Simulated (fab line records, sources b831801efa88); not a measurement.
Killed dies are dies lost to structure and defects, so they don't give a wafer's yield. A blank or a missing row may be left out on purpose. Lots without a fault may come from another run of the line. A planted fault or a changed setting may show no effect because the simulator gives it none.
A struck lot beside a sound one | flow sky130 | 25 steps out of a route of 708
Sound: wafers L941.1, L941.2, L941.6. Struck: wafer L949.3. (L949.2, L949.4 of the same lot were not struck and are left out.) The cause comes at the end.
At each step with rows: each side's tool, then ch and its chambers, then its first start. Under that, the readings that differ: sound wafers | struck wafers | difference of the means | sigmas: that difference in standard deviations of wafers without a fault.
alike: readings whose means differ by less than 2 such deviations, and words and numbers that are the same on both sides. not compared: withheld readings, readings that some wafer has no value for, bounds like >300 that may hide the same value, and numbers for which the record gives no deviation and whose values overlap.
The two part at a step that has a row with sigmas, a row that says differs or no value, or rows on one side only. Numbers that don't overlap but have no deviation are shown without sigmas and don't part them. A reading that every wafer of one side lacks parts them only if that side has two wafers or more.

first, 1 step without rows for these wafers: SKY_LI_CONTACT_PRE_CLEAN_18 (time 5.6 s).
SKY_LI_CONTACT_SPUTTER_19: material Ti, target thk 20 nm, time 106.37 s.
  sound on pvd_sputter-01, day 30 23:02; struck on pvd_sputter-04, day 33 04:09
  alike: throttle_valve_pct
then, 1 step without rows for these wafers: SKY_LI_CONTACT_SPUTTER_20 (material TiN, target thk 20 nm, time 80 s).
SKY_LI_CONTACT_CVD_21: deposits W, target thk 400 nm, time 120.56 s.
  sound on cvd_w-02 ch 0,1, day 30 23:10; struck on cvd_w-02 ch 1, day 33 04:17
  alike: heater_power_w
SKY_LI_CONTACT_RS_MEAS_22: measures by four-point-probe.
  sound on film_metro-02, day 30 23:17; struck on film_metro-03, day 33 04:26
  alike: LI_CONTACT_W_RS
SKY_LI_CONTACT_THK_MEAS_23: measures by xrf.
  sound on film_metro-02, day 30 23:25; struck on film_metro-03, day 33 04:33
  alike: LI_CONTACT_W_THK
SKY_LI_CONTACT_CMP_24: polishes, stops on PSG, t overpolish 20 s, target thk 0 nm.
  sound on cmp-01 ch 1,2,3, day 30 23:34; struck on cmp-02 ch 2, day 33 04:36
  reading             | sound          | struck | difference | sigmas
  motor_current_A (A) | 10.1 10.5 10.3 | 13.0   | +2.7       | +2
  alike: overpolish_run_s, platen_rpm, time_to_endpoint_s
SKY_LOCAL_INTERCONNECT_SPUTTER_00: material TiN, target thk 100 nm, time 83.3 s.
  sound on pvd_sputter-04, day 30 23:46; struck on pvd_sputter-03, day 33 04:54
  alike: throttle_valve_pct
SKY_LOCAL_INTERCONNECT_RS_MEAS_01: measures by four-point-probe.
  sound on film_metro-02, day 30 23:51; struck on film_metro-04, day 33 04:59
  alike: LOCAL_INTERCONNECT_TIN_RS
SKY_LOCAL_INTERCONNECT_THK_MEAS_02: measures by xrf.
  sound on film_metro-02, day 30 23:58; struck on film_metro-04, day 33 05:05
  alike: LOCAL_INTERCONNECT_TIN_THK
then, 2 steps without rows for these wafers: SKY_LOCAL_INTERCONNECT_DEHYDRATE_03 (time 60 s); SKY_LOCAL_INTERCONNECT_HMDS_04 (prime time 60 s).
SKY_LOCAL_INTERCONNECT_COAT_05: resist thk 60 nm.
  sound on litho_track-03 ch 0, day 31 13:46; struck on litho_track-03 ch 0, day 33 18:20
then, 5 steps without rows for these wafers: SKY_LOCAL_INTERCONNECT_COAT_06 (resist thk 450 nm); SKY_LOCAL_INTERCONNECT_SOFTBAKE_07 (time 90 s); SKY_LOCAL_INTERCONNECT_EXPOSE_08 (exposes mask LI1M, target cd 170 nm); SKY_LOCAL_INTERCONNECT_PEB_09; SKY_LOCAL_INTERCONNECT_DEVELOP_10 (develop time 60 s).
SKY_LOCAL_INTERCONNECT_CD_MEAS_11: target cd 170 nm.
  sound on cd_sem-02, day 32 03:56; struck on cd_sem-01, day 34 07:42
  alike: cd_nm
SKY_LOCAL_INTERCONNECT_OVL_MEAS_12:
  sound on overlay-02, day 32 04:04; struck on overlay-02, day 34 07:49
  alike: LOCAL_INTERCONNECT_OVL
SKY_LOCAL_INTERCONNECT_ETCH_13: etches BARC in N2/H2, stops on SiO2, time 45.9 s, target depth 60 nm.
  sound on rie_metal-02 ch 0,1, day 32 04:05; struck on rie_metal-01 ch 1, day 34 07:50
  reading                     | sound             | struck | difference | sigmas
  drypump_motor_current_A (A) | 5.6 5.9 5.5       | 6.6    | +0.9       | +2
  oes_product_au (a.u.)       | 0.858 0.851 0.864 | 0.903  | +0.045     | +9
  model.etch.depth_nm (nm)    | 59.99 59.97 60.01 | 66.69  | +6.70      |
  alike: he_backside_leak_sccm, rf_fwd_power_W, throttle_valve_pct
  not compared: rf_hours_counter_h
SKY_LOCAL_INTERCONNECT_METAL_ETCH_14: etches TiN in Cl2/BCl3, stops on PSG, target depth 110 nm, time 31.4 s.
  sound on rie_metal-02 ch 0,1, day 32 04:10; struck on rie_metal-01 ch 1, day 34 07:54
  alike: drypump_motor_current_A, he_backside_leak_sccm, oes_product_au, rf_fwd_power_W, throttle_valve_pct
  not compared: rf_hours_counter_h
SKY_LOCAL_INTERCONNECT_STRIP_15: strips in O2/N2.
  sound on plasma_asher-03 ch 0,1, day 32 04:13; struck on plasma_asher-02 ch 1, day 34 07:57
  reading                      | sound             | struck | difference | sigmas
  strip_time_to_endpoint_s (s) | 4.689 4.731 4.674 | 4.798  | +0.100     | +4
  alike: drypump_motor_current_A, oes_product_au
  not compared: rf_hours_counter_h
then, 2 steps without rows for these wafers: SKY_LOCAL_INTERCONNECT_STRIP_16 (strips in post etch residue remover, time 1200 s); SKY_PAD_OPEN_PROBE_99.

WHERE THEY PART
First at SKY_LI_CONTACT_CMP_24; last, within this record, at SKY_LOCAL_INTERCONNECT_STRIP_15.

WHY: what the simulator had put in
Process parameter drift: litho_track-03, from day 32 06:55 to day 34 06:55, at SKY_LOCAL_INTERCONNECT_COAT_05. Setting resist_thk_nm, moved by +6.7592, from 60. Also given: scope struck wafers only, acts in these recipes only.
